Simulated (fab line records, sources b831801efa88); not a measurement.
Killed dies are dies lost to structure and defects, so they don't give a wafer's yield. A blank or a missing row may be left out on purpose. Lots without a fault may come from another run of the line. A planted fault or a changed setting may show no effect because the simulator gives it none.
Problem report in the 8D (eight disciplines) form, filled by code | flow gf180mcu | the parts of the form that need people (team, actions taken, sign-off) are left out

1. THE PROBLEM
cathode_dc_power_W at GF_M3_SPUTTER_04 reads a mean of 8846.6 W on 1 wafer of 1 lot; wafers without a fault read 6500.0 W with a standard deviation of 1.2. That is +99 or more standard deviations from the usual mean.
The step: material TiN, target thk 50 nm, time 43.44 s.
First seen on wafer L926.5, day 27 08:00, on pvd_sputter-04. The record holds 36 wafers of 12 lots with a number at this step. Rule for "out", or "out of limits": more than 4 standard deviations from the usual mean. The other wafers with a number count as sound.

2. WHAT IT IS AND WHAT IT IS NOT
question                    | is                 | is not
which readings at this step | cathode_dc_power_W | chamber_pressure_pa, throttle_valve_pct
which lots                  | L926               | L907, L908, L909, L910, L911, L913, L914, L925, L927, L928, L929
which wafers of those lots  | L926.5             | L926.3, L926.6
read on which tools         | pvd_sputter-04     | pvd_sputter-02, pvd_sputter-03
when                        | from day 27 08:00  | up to then (26 sound wafers); but 9 sound wafers of L927, L928, L929 came after

3. SUSPECTS, AND WHAT RULES EACH OUT
Counting: a tool at a process step up to the reading stays a suspect if it ran every lot that is out. Sound lots after the first of them don't rule it out here, since some wafers of a struck lot are sound.
- plasma_asher-02 at GF_M2_STRIP_17 (strips in O2/N2): kept. It ran the lot that is out, L926 (day 26 08:26); its last sound lot up to then is L913 (day 22 06:10).
- pvd_sputter-02 at GF_V2_SPUTTER_22 (material TiN, target thk 10 nm, time 40 s): kept. It ran the lot that is out, L926 (day 27 07:11); its last sound lot up to then is L910 (day 22 00:43).
- pvd_sputter-04 at GF_M3_SPUTTER_04 (material TiN, target thk 50 nm, time 43.44 s): kept. It ran the lot that is out, L926 (day 27 08:00); its last sound lot up to then is L909 (day 22 00:20). Its own readings are out on those wafers: cathode_dc_power_W.
Left after counting: plasma_asher-02 at GF_M2_STRIP_17, pvd_sputter-02 at GF_V2_SPUTTER_22, pvd_sputter-04 at GF_M3_SPUTTER_04.

4. THE CAUSE (what the simulator had put in)
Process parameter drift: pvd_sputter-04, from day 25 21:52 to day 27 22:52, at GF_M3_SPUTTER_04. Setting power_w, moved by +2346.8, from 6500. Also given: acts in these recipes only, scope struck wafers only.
Counting left 3 suspects, and this tool is among them.

5. THE CHAIN OF EFFECTS, in route order
Each row: a reading whose mean over the struck wafers that have a number lies more than 3 standard deviations from the usual. Only readings for which the record gives a usual standard deviation are gone through. hours: the time from each lot's start at the first step in this table that gives one to its start at this step, as a median over the lots. sigmas: the change in usual standard deviations.
hours | step             | reading            | usual    | on struck wafers | change  | sigmas
0     | GF_M3_SPUTTER_04 | cathode_dc_power_W | 6500.0 W | 8846.6           | +2346.6 | +99 or more
The process steps in it:
- GF_M3_SPUTTER_04: material TiN, target thk 50 nm, time 43.44 s.

6. WHAT WOULD HAVE CAUGHT IT SOONER
In this record the first reading out of limits was taken at day 27 08:00, 34 hours after the fault began at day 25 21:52.
